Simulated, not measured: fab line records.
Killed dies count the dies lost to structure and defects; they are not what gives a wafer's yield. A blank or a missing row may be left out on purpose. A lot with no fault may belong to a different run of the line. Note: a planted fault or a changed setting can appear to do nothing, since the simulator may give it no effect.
What tool caused it? | flow gf180mcu | 33 wafers from 11 lots sampled at 5 of the route's 602 steps

WHAT THE GAUGES SHOWED, per wafer
GF_V4_BOW_MEAS_05.
lot  | measured     | on           | V4_BOW (um)
L409 | day 24 15:22 | filmMetro-03 | 125 130 117
L411 | day 25 06:54 | filmMetro-02 | 123 123 136
L412 | day 25 16:54 | filmMetro-04 | 157 145 150
L415 | day 26 12:59 | filmMetro-04 | 146 138 139
L416 | day 26 20:43 | filmMetro-03 | 151 138 127
L425 | day 29 12:16 | filmMetro-04 | 133 137 136
L426 | day 29 22:00 | filmMetro-04 | 141 144 137
L427 | day 30 04:40 | filmMetro-02 | 142 135 127
L428 | day 30 12:11 | filmMetro-04 | 139 137 142

GF_V4_CD_MEAS_14: the cd target is 260 nm.
lot  | measured     | on       | cdNm (nm)
L409 | day 25 13:29 | cdSem-02 | 259.8 259.7 259.4
L411 | day 26 03:49 | cdSem-02 | 259.9 261.0 260.3
L412 | day 26 14:16 | cdSem-02 | 260.5 259.1 259.2
L415 | day 27 09:46 | cdSem-02 | 257.8 257.9 257.3
L416 | day 27 16:20 | cdSem-02 | 260.9 261.1 261.6
L425 | day 30 07:01 | cdSem-01 | 258.4 258.5 260.6
L426 | day 30 16:26 | cdSem-02 | 261.2 262.5 262.6
L427 | day 30 22:25 | cdSem-02 | 259.3 259.2 259.0
L428 | day 31 05:26 | cdSem-01 | 258.3 258.3 258.3

WHICH TOOL RAN EACH LOT (tool, then ch and the chambers of the sampled wafers, then the start)
lot  | GF_M4_METAL_ETCH_16              | GF_M4_STRIP_17                      | GF_V4_CMP_04
L409 | rieMetal-04 ch 0, day 24 14:02   | plasmaAsher-02 ch 0,1, day 24 14:14 | cmp-02 ch 0,3, day 24 15:01
L411 | rieMetal-02 ch 0,1, day 25 05:39 | plasmaAsher-03 ch 0,1, day 25 05:47 | cmp-02 ch 2,3, day 25 06:35
L412 | rieMetal-04 ch 0,1, day 25 15:41 | plasmaAsher-02 ch 0,1, day 25 15:48 | cmp-02 ch 2,3, day 25 16:34
L415 | rieMetal-04 ch 0,1, day 26 11:45 | plasmaAsher-02 ch 0,1, day 26 11:53 | cmp-01 ch 0,1,3, day 26 12:46
L416 | rieMetal-04 ch 0,1, day 26 19:30 | plasmaAsher-04 ch 0,1, day 26 19:37 | cmp-02 ch 1,2,3, day 26 20:23
L417 | rieMetal-04 ch 0,1, day 27 06:32 | plasmaAsher-04 ch 0,1, day 27 06:40 | -
L418 | rieMetal-04 ch 0,1, day 27 11:59 | plasmaAsher-02 ch 0,1, day 27 12:07 | -
L425 | rieMetal-02 ch 0,1, day 29 11:02 | plasmaAsher-03 ch 0,1, day 29 11:10 | cmp-02 ch 0,2, day 29 11:56
L426 | rieMetal-02 ch 0,1, day 29 20:42 | plasmaAsher-03 ch 0,1, day 29 20:49 | cmp-02 ch 1,2,3, day 29 21:40
L427 | rieMetal-04 ch 0,1, day 30 03:23 | plasmaAsher-04 ch 0,1, day 30 03:31 | cmp-02 ch 2,3, day 30 04:20
L428 | rieMetal-03 ch 0,1, day 30 10:58 | plasmaAsher-02 ch 0,1, day 30 11:05 | cmp-01 ch 0,1,3, day 30 11:59
- GF_M4_METAL_ETCH_16: etches the open film in Cl2/BCl3, stops on SiO2, target depth 750.8 nm, time 125.1 s.
- GF_M4_STRIP_17: strips in O2/N2.
- GF_V4_CMP_04: polishes SiO2.

AS READ BY THE TOOLS THEMSELVES (means over the sampled wafers that have a number; for cases with no such wafer, the mark the record gives instead)
GF_M4_METAL_ETCH_16.
lot  | tool        | bcl3FlowSccm (sccm) | biasW (W) | drypumpMotorCurrentA (A) | oesProductAu (a.u.) | throttleValvePct (%)
L409 | rieMetal-04 | 39.84               | 139.6     | 5.5                      | 0.985               | 28.226
L411 | rieMetal-02 | 39.89               | 140.0     | 6.1                      | 0.997               | 28.223
L412 | rieMetal-04 | 39.96               | 139.9     | 5.2                      | 0.992               | 28.231
L415 | rieMetal-04 | 40.13               | 140.4     | 5.2                      | 0.991               | 28.225
L416 | rieMetal-04 | 39.86               | 140.3     | 5.3                      | 1.000               | 28.229
L417 | rieMetal-04 | -                   | -         | -                        | -                   | -
L418 | rieMetal-04 | -                   | -         | -                        | -                   | -
L425 | rieMetal-02 | 39.97               | 139.6     | 6.1                      | 0.990               | 28.216
L426 | rieMetal-02 | 40.13               | 140.1     | 6.1                      | 0.986               | 28.231
L427 | rieMetal-04 | 40.11               | 139.7     | 5.3                      | 0.986               | 28.225
L428 | rieMetal-03 | 39.99               | 140.1     | 5.4                      | 0.993               | 28.226

GF_M4_STRIP_17.
lot  | tool           | drypumpMotorCurrentA (A) | heaterPowerW (W) | oesProductAu (a.u.) | stripTimeToEndpointS (s)
L409 | plasmaAsher-02 | 6.03                     | 304              | 0.544               | 7.44
L411 | plasmaAsher-03 | 5.81                     | 342              | 0.540               | 7.37
L412 | plasmaAsher-02 | 5.96                     | 278              | 0.538               | 7.42
L415 | plasmaAsher-02 | 6.05                     | 306              | 0.541               | 7.40
L416 | plasmaAsher-04 | 5.51                     | 309              | 0.535               | 7.40
L417 | plasmaAsher-04 | 5.62                     | 309              | 0.661               | 10.16
L418 | plasmaAsher-02 | 5.96                     | 283              | 0.659               | 10.22
L425 | plasmaAsher-03 | 5.81                     | 335              | 0.533               | 7.34
L426 | plasmaAsher-03 | 5.75                     | 336              | 0.534               | 7.36
L427 | plasmaAsher-04 | 5.52                     | 303              | 0.542               | 7.40
L428 | plasmaAsher-02 | 5.93                     | 282              | 0.541               | 7.41

GF_V4_CMP_04.
lot  | tool   | motorCurrentA (A) | platenRpm (rpm) | slurryFilterDpKPa (kPa) | timeToEndpointS (s)
L409 | cmp-02 | 12.0              | 59.95           | 13.40                   | 81
L411 | cmp-02 | 11.4              | 59.99           | 13.49                   | 77
L412 | cmp-02 | 11.2              | 59.99           | 13.49                   | 85
L415 | cmp-01 | 10.7              | 60.03           | 13.40                   | 79
L416 | cmp-02 | 10.9              | 60.00           | 13.39                   | 87
L425 | cmp-02 | 12.0              | 60.02           | 13.48                   | 86
L426 | cmp-02 | 11.0              | 60.02           | 13.51                   | 86
L427 | cmp-02 | 11.0              | 59.98           | 13.42                   | 89
L428 | cmp-01 | 10.6              | 59.99           | 13.50                   | 82

THE ANSWER, worked out from the rows above alone
Rule: usual is defined by the lots themselves. Put in order of their means at a reading, lots are off if they are a third of the lots or fewer, leave a main group of 4 or more, and stand apart from it by a gap of 3 or more times the standard deviation of the main group's means; of several such gaps the widest counts. A main group whose means are all the same, to the digits that the tables above print for the reading, isn't used. Also off: a lot with no number at a reading for which 4 or more lots have one. The other lots that the step has rows for count as sound. After the gauges, taken in route order, come the tools' own readings; for these a lot's mean is taken, as printed above. At the first step where some lot is off, the reading lying furthest off is the one used; lots without a number count as furthest.
Off: L417, L418 (GF_M4_METAL_ETCH_16, bcl3FlowSccm). Without a number there: L417, L418. Main group: mean 39.99 sccm, sd 0.11.
A tool fits if, at that step or a process step before it, it ran every lot that is off, and no sound lot after the first of them. Not one of the candidates tried fits.

WHAT THE SIMULATOR PUT IN
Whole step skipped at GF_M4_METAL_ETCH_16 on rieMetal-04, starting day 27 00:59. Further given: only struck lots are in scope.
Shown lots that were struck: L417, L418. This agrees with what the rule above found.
